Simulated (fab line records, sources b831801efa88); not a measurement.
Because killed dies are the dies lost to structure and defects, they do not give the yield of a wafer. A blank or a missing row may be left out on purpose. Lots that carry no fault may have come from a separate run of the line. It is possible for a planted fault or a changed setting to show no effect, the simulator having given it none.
Which of the tools did it? / flow gf180mcu / Sampling: 7 lots, 21 wafers, 3 of 602 route steps

## WHAT THE GAUGES SHOWED, per wafer
GF_STI_THK_MEAS_22.
lot=L111; measured=day 2 08:26; on=film-metro-02; STI_OXIDATION_01_THK (nm)=14.70 14.96 15.03
lot=L113; measured=day 2 19:54; on=film-metro-01; STI_OXIDATION_01_THK (nm)=15.10 15.15 15.31
lot=L116; measured=day 3 10:55; on=film-metro-03; STI_OXIDATION_01_THK (nm)=14.57 14.79 14.45
lot=L126; measured=day 5 13:34; on=film-metro-02; STI_OXIDATION_01_THK (nm)=15.03 15.05 15.21
lot=L128; measured=day 6 00:05; on=film-metro-01; STI_OXIDATION_01_THK (nm)=15.32 15.59 15.68
lot=L130; measured=day 6 10:59; on=film-metro-01; STI_OXIDATION_01_THK (nm)=15.38 15.30 15.02
lot=L133; measured=day 7 05:12; on=film-metro-01; STI_OXIDATION_01_THK (nm)=15.40 15.25 15.05

## TOOL THAT RAN EACH LOT (tool first, then ch and the chambers of the sampled wafers, then the start)
lot=L111; GF_STI_PEB_10=litho-track-02 ch 0, day 2 06:12; GF_STI_ETCH_14=rie-si-02 ch 1,2,3, day 2 06:43
lot=L113; GF_STI_PEB_10=litho-track-03 ch 0, day 2 16:38; GF_STI_ETCH_14=rie-si-02 ch 0,1,2, day 2 17:09
lot=L116; GF_STI_PEB_10=litho-track-03 ch 0, day 3 08:42; GF_STI_ETCH_14=rie-si-02 ch 1,2,3, day 3 09:15
lot=L126; GF_STI_PEB_10=litho-track-02, day 5 11:22; GF_STI_ETCH_14=rie-si-02 ch 0,2,3, day 5 11:55
lot=L128; GF_STI_PEB_10=litho-track-04 ch 0, day 5 21:55; GF_STI_ETCH_14=rie-si-02 ch 0,1,2, day 5 22:26
lot=L130; GF_STI_PEB_10=litho-track-03 ch 0, day 6 08:18; GF_STI_ETCH_14=rie-si-01 ch 1,2,3, day 6 08:51
lot=L133; GF_STI_PEB_10=litho-track-04 ch 0, day 7 00:52; GF_STI_ETCH_14=rie-si-02 ch 1,2,3, day 7 01:23
- GF_STI_PEB_10: peb time 90 s.
- GF_STI_ETCH_14: etches Si in HBr/Cl2/O2, target depth 360 nm, time 102.9 s.

## THE ANSWER, worked out from the rows above alone
Rule: usual is defined by the lots themselves. The widest of any qualifying gaps counts: lots, ordered by their means at a reading, are off when they make up no more than a third of the lots, leave a main group of 4 or more, and stand apart from it by 3 or more times the standard deviation of that group's means. The tables above print the reading to a certain number of digits; a main group whose means all agree to those digits is not used. Also off: a lot with no number at a reading for which 4 or more lots have one. Where the step has rows for the other lots, those lots are counted as sound.
Nothing can be told from this: no lot is off at any reading shown.

## WHAT THE SIMULATOR HAD INSERTED
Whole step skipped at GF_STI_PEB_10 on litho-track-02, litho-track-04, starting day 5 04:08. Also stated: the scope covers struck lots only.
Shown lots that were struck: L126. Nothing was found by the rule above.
